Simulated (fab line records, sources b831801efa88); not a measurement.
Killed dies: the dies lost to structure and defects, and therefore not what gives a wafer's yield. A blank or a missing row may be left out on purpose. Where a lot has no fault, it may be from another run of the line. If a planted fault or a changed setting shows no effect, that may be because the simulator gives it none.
2 desks, one fault || flow sfq_line || every desk sees just its own numbers, and what lay behind them comes last

AT THE TOOL OWNER'S DESK: pvd_sputter-04
The tool's own readings at SFQ_TRILAYER_M1_DEP_SPUTTER_037 (material Nb, target thk 200 nm, time 133.3 s): means of the sampled wafers that have a number, for each lot that ran on this tool. A lot is out of limits, marked OUT, if its mean lies more than 4 standard deviations from the usual mean; the brackets give that distance.
Columns: A = throttle_valve_pct at SFQ_TRILAYER_M1_DEP_SPUTTER_037, usual 30.0 %
{"lot": "L161", "first seen here": "day 17 10:20", "A": 29.0}
{"lot": "L181", "first seen here": "day 26 16:37", "A": 29.5}
{"lot": "L183", "first seen here": "day 27 17:49", "A": 29.8}
Finding of this desk: none of the 3 lots has anything out of limits.

THE METROLOGY DESK
Means of the sampled wafers that have a number, per lot and without regard to the tool the lot ran on: this is what the gauges read. A lot is out of limits, marked OUT, if its mean lies more than 4 standard deviations from the usual mean; the brackets give that distance.
Columns: A = I0_OVL at SFQ_I0_OVL_MEAS_908, usual 2 nm; B = M1_NB_RS at SFQ_M1_RS_MEAS_909, usual 0.893 ohm/sq; C = M1_OVL at SFQ_M1_OVL_MEAS_911, usual -1 nm; D = I1_BOW at SFQ_I1_BOW_MEAS_912, usual 0 um; E = I1_OVL at SFQ_I1_OVL_MEAS_913, usual 1 nm; F = M8_BOW at SFQ_M8_BOW_MEAS_951, usual 8 um
{"lot": "L161", "first seen here": "day 17 09:20", "A": 3, "B": 0.883, "C": 0, "D": -8, "E": 5, "F": 1}
{"lot": "L167", "first seen here": "day 19 03:59", "A": -2, "B": 0.917, "C": 10, "D": -8, "E": -1, "F": -2}
{"lot": "L171", "first seen here": "day 22 23:28", "A": 3, "B": 0.887, "C": 4, "D": -6, "E": 4, "F": -14}
{"lot": "L181", "first seen here": "day 26 15:38", "A": -7, "B": "0.771 (-13) OUT", "C": 4, "D": -1, "E": 4, "F": 2}
{"lot": "L183", "first seen here": "day 27 16:50", "A": 3, "B": "0.776 (-12) OUT", "C": 9, "D": 2, "E": 2, "F": 13}
{"lot": "L184", "first seen here": "day 28 07:14", "A": 3, "B": 0.896, "C": -6, "D": -4, "E": 6, "F": 13}
Finding of this desk: L181, L183 out of limits, first seen on L181 at day 26 16:44 (M1_NB_RS at SFQ_M1_RS_MEAS_909). Within limits: L161, L167, L171, L184.

ALL TOGETHER
On L181, L183, the metrology desk was in a position to raise an alarm at day 26 16:44.
Nothing out of limits was seen by the tool owner's desk.
Tool owner's desk: L181, L183 on record, inside its limits.
The lots listed all ran SFQ_TRILAYER_M1_DEP_SPUTTER_037 on pvd_sputter-04.

WHAT THE SIMULATOR HAD PUT IN
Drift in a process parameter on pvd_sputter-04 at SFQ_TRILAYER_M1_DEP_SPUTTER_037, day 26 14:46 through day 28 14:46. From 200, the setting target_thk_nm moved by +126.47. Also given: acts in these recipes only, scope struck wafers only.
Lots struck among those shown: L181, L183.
Delay in hours, fault start to first out-of-limits reading, per desk: metrology desk 2.
